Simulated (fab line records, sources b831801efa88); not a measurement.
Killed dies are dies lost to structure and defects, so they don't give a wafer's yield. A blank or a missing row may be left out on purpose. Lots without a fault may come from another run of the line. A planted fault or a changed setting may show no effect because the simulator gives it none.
A struck lot beside a sound one | flow gf180mcu | 15 steps out of a route of 602
Sound: wafers L248.1, L248.5, L248.6. Struck: wafers L240.1, L240.4, L240.5. The cause comes at the end.
At each step with rows: each side's tool, then ch and its chambers, then its first start. Under that, the readings that differ: sound wafers | struck wafers | difference of the means | sigmas: that difference in standard deviations of wafers without a fault.
alike: readings whose means differ by less than 2 such deviations, and words and numbers that are the same on both sides. not compared: withheld readings, readings that some wafer has no value for, bounds like >300 that may hide the same value, and numbers for which the record gives no deviation and whose values overlap.
The two part at a step that has a row with sigmas, a row that says differs or no value, or rows on one side only. Numbers that don't overlap but have no deviation are shown without sigmas and don't part them. A reading that every wafer of one side lacks parts them only if that side has two wafers or more.

first, 8 steps without rows for these wafers: GF_V4_DEHYDRATE_06 (time 60 s); GF_V4_HMDS_07 (prime time 60 s); GF_V4_COAT_08; GF_V4_COAT_09 (resist thk 1000 nm); GF_V4_SOFTBAKE_10 (time 60 s); GF_V4_EXPOSE_11 (exposes mask Via4, target cd 260 nm); GF_V4_PEB_12 (peb time 90 s); GF_V4_DEVELOP_13 (develop time 60 s).
GF_V4_CD_MEAS_14: target cd 260 nm.
  sound on cd_sem-02, day 30 06:16; struck on cd_sem-01, day 28 11:43
  alike: cd_nm
GF_V4_OVL_MEAS_15:
  sound on overlay-02, day 30 06:23; struck on overlay-02, day 28 11:50
  alike: V4_OVL
GF_V4_ETCH_16: etches BARC in N2/H2.
  sound on rie_diel-01 ch 0,1, day 30 06:25; struck on rie_diel-04 ch 1,3, day 28 11:52
  reading                | sound                | struck               | difference | sigmas
  throttle_valve_pct (%) | 13.245 13.246 13.226 | 13.223 13.214 13.212 | -0.023     | -2
  alike: drypump_motor_current_A, h2_flow_sccm, oes_product_au
GF_V4_ETCH_17: etches SiO2 in C4F8/O2/Ar, stops on TiN, target depth 630 nm.
  sound on rie_diel-01 ch 0,1; struck on rie_diel-04 ch 1,3
  alike: oes_product_au
GF_V4_STRIP_18: strips in O2/N2.
  sound on plasma_asher-04 ch 0,1, day 30 06:32; struck on plasma_asher-02 ch 0,1, day 28 11:59
  no value came back on the struck wafers for any of 5 readings (chamber_pressure_mTorr (mTorr), drypump_motor_current_A (A) and others); on the sound wafers chamber_pressure_mTorr (mTorr) reads 1499.7 1501.1 1501.9
  not compared: rf_hours_counter_h
then, 1 step without rows for these wafers: GF_V4_STRIP_19 (strips in post etch residue remover, time 1200 s).
-- the record jumps here: 4 days lie between the struck wafers' starts before and after (it left off in module V4 and takes up again in module PASSIVATION, whose first step shown is number 602 of the route) --
GF_PASSIVATION_PROBE_99:
  the record has rows for the struck wafers here (prober-01, day 32 15:50) and none for the sound ones

WHERE THEY PART
First at GF_V4_ETCH_16; last, within this record, at GF_PASSIVATION_PROBE_99.

WHY: what the simulator had put in
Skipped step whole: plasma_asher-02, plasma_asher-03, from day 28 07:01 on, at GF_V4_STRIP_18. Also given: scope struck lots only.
